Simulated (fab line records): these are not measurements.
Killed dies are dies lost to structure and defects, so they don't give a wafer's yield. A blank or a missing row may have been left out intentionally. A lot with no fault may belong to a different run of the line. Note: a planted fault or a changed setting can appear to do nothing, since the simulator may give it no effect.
A lot that was struck, set against a sound lot | flow sky130 | 18 out of 708 route steps
Sound: these wafers, L869.2, L869.3, L869.5. Wafers L859.1, L859.3, L859.5 were the ones struck. Last of all comes the cause.
Per side, at each step with rows, come the tool, then ch with its chambers, and then its first start. Under that, the readings that differ: sound wafers | struck wafers | difference of the means | sigmas: that difference in standard deviations of wafers without a fault.
alike: same words and numbers on both sides, and readings whose means sit less than 2 such deviations apart. not compared: any withheld reading, any reading some wafer has no value for, any bound like >300 that may hide the same value, and any number with overlapping values for which the record gives no deviation.
The two part at a step that has a row with sigmas, a row that says differs or no value, or rows on one side only. Numbers that don't overlap but have no deviation are shown without sigmas and don't part them. A reading missing from all wafers of one side parts the sides only when that side holds two or more wafers.

SKY_LDD_HVP_STRIP_09: strips in O2/N2.
  sound on plasma_asher-02 ch 1, day 26 07:52; struck on plasma_asher-01 ch 0,1, day 23 00:07
  alike: drypump_motor_current_A, oes_product_au, strip_time_to_endpoint_s
  not compared: rf_hours_counter_h
SKY_LDD_HVP_TW_MEAS_10:
  sound on film_metro-02, day 26 07:59; struck on film_metro-01, day 23 00:13
  alike: LDD_HVP_TW
then, 7 steps without rows for these wafers: SKY_LDD_LDN_DEHYDRATE_00 (time 60 s); SKY_LDD_LDN_HMDS_01 (prime time 60 s); SKY_LDD_LDN_COAT_02 (resist thk 1140 nm); SKY_LDD_LDN_SOFTBAKE_03 (time 60 s); SKY_LDD_LDN_EXPOSE_04 (exposes mask LDNTM, target cd 700 nm); SKY_LDD_LDN_PEB_05; SKY_LDD_LDN_DEVELOP_06 (develop time 60 s).
SKY_LDD_LDN_OVL_MEAS_07:
  sound on overlay-01, day 27 12:36; struck on overlay-02, day 24 05:51
  alike: LDD_LDN_OVL
then, 2 steps without rows for these wafers: SKY_LDD_LDN_IMPLANT_08; SKY_LDD_LDN_IMPLANT_09.
SKY_LDD_LDN_IMPLANT_10:
  sound on implanter-03 ch 0, day 27 12:58; struck on implanter-03 ch 0, day 24 06:30
then, 1 step without rows for these wafers: SKY_LDD_LDN_IMPLANT_11.
SKY_LDD_LDN_STRIP_12: strips in O2/N2.
  sound on plasma_asher-03 ch 0,1, day 27 13:14; struck on plasma_asher-01 ch 0,1, day 24 06:48
  alike: drypump_motor_current_A, oes_product_au, strip_time_to_endpoint_s
  not compared: rf_hours_counter_h
SKY_LDD_LDN_TW_MEAS_13:
  sound on film_metro-04, day 27 13:20; struck on film_metro-02, day 24 07:08
  reading    | sound          | struck         | difference | sigmas
  LDD_LDN_TW | 1481 1484 1481 | 1590 1587 1591 | +107       | +13
then, 1 step without rows for these wafers: SKY_LDD_LDN_CLEAN_14 (cleans in SC1/SC2, time 150 s).
-- here the record skips 22 days between the struck wafers' starts before and after, leaving off in module LDD_LDN and picking up in module PAD_OPEN (first step shown: number 708 of the route) --
SKY_PAD_OPEN_PROBE_99:
  sound on prober-01, day 48 22:07; struck on prober-02, day 46 17:09
  reading                         | sound          | struck         | difference | sigmas
  model.etest.tip_sonos.rs_ohm_sq | 2684 2698 2670 | 2272 2259 2252 | -423       |
  alike: killed_at_M0_to_M3, killed_at_M4_up, killed_at_contacts, killed_at_front_end, killed_at_other, killed_dies, killed_open, killed_short

## WHERE THEY PART
Only at SKY_LDD_LDN_TW_MEAS_13, as far as this record shows. Later steps at which nothing parts them and some readings are alike: SKY_PAD_OPEN_PROBE_99.

WHY: whatever the simulator had introduced
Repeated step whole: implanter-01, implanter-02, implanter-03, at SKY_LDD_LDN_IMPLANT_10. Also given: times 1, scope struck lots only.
